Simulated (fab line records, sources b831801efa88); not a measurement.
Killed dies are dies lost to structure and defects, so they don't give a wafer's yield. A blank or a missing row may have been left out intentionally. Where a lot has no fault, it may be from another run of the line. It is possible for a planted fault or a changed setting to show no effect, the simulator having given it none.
Which tool is to blame?    flow sky130    10 lots with 30 wafers sampled at 2 steps, on a route of 708 steps

== WHAT EACH GAUGE READ, for each wafer ==
SKY_METAL1_RS_MEAS_05: measures by four-point-probe.
lot   measured      on             METAL1_ALCU_RS (ohm/sq)
L920  day 31 13:56  film metro-03  0.1264 0.1259 0.1270
L923  day 32 18:34  film metro-03  0.1273 0.1292 0.1275
L926  day 34 04:24  film metro-02  0.1283 0.1253 0.1251
L929  day 34 17:00  film metro-02  0.1275 0.1279 0.1265
L930  day 35 00:35  film metro-02  0.1296 0.1277 0.1285
L934  day 36 15:28  film metro-02  0.1287 0.1288 0.1286
L936  day 36 23:44  film metro-02  0.1251 0.1777 0.1252
L937  day 37 03:47  film metro-03  0.1261 0.1271 0.1270
L939  day 38 00:02  film metro-02  0.1255 0.1262 0.1237
L942  day 39 10:47  film metro-02  0.1286 0.1271 0.1266

== WHICH TOOL RAN EACH LOT (tool, then ch and the chambers of the sampled wafers, then the start) ==
lot   SKY_METAL1_SPUTTER_02
L920  pvd sputter-04, day 31 13:50
L923  pvd sputter-03, day 32 18:27
L926  pvd sputter-03, day 34 04:18
L929  pvd sputter-04, day 34 16:55
L930  pvd sputter-03, day 35 00:29
L934  pvd sputter-02, day 36 15:22
L936  pvd sputter-03, day 36 23:38
L937  pvd sputter-04, day 37 03:41
L939  pvd sputter-02, day 37 23:57
L942  pvd sputter-02, day 39 10:42
- SKY_METAL1_SPUTTER_02: material AlCu, target thk 250 nm, time 13.3 s.

== THE ANSWER, worked out from the rows above alone ==
Rule: usual is defined by the lots themselves. Put in order of their means at a reading, lots are off if they are a third of the lots or fewer, leave a main group of 4 or more, and stand apart from it by a gap of 3 or more times the standard deviation of the main group's means; of several such gaps the widest counts. The tables above print the reading to a certain number of digits; a main group whose means all agree to those digits is not used. Also off: a lot with no number at a reading for which 4 or more lots have one. Where the step has rows for the other lots, those lots are counted as sound.
Off: L936, seen at SKY_METAL1_RS_MEAS_05 (METAL1_ALCU_RS). Mean 0.1272 ohm/sq and standard deviation 0.0011 in the main group.
A tool fits if, at a process step before that reading, it ran every lot that is off, and no sound lot after the first of them. Those tools and the gauges at SKY_METAL1_RS_MEAS_05 are tried in the same way. One fits: SKY_METAL1_SPUTTER_02 on pvd sputter-03. A fault onset in the window from L930 (day 35 00:29, its last sound lot) to L936 (day 36 23:38, its first lot off) fits.

== WHAT THE SIMULATOR HAD INSERTED ==
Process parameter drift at SKY_METAL1_SPUTTER_02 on pvd sputter-03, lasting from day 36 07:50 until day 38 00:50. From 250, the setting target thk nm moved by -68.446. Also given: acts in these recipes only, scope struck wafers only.
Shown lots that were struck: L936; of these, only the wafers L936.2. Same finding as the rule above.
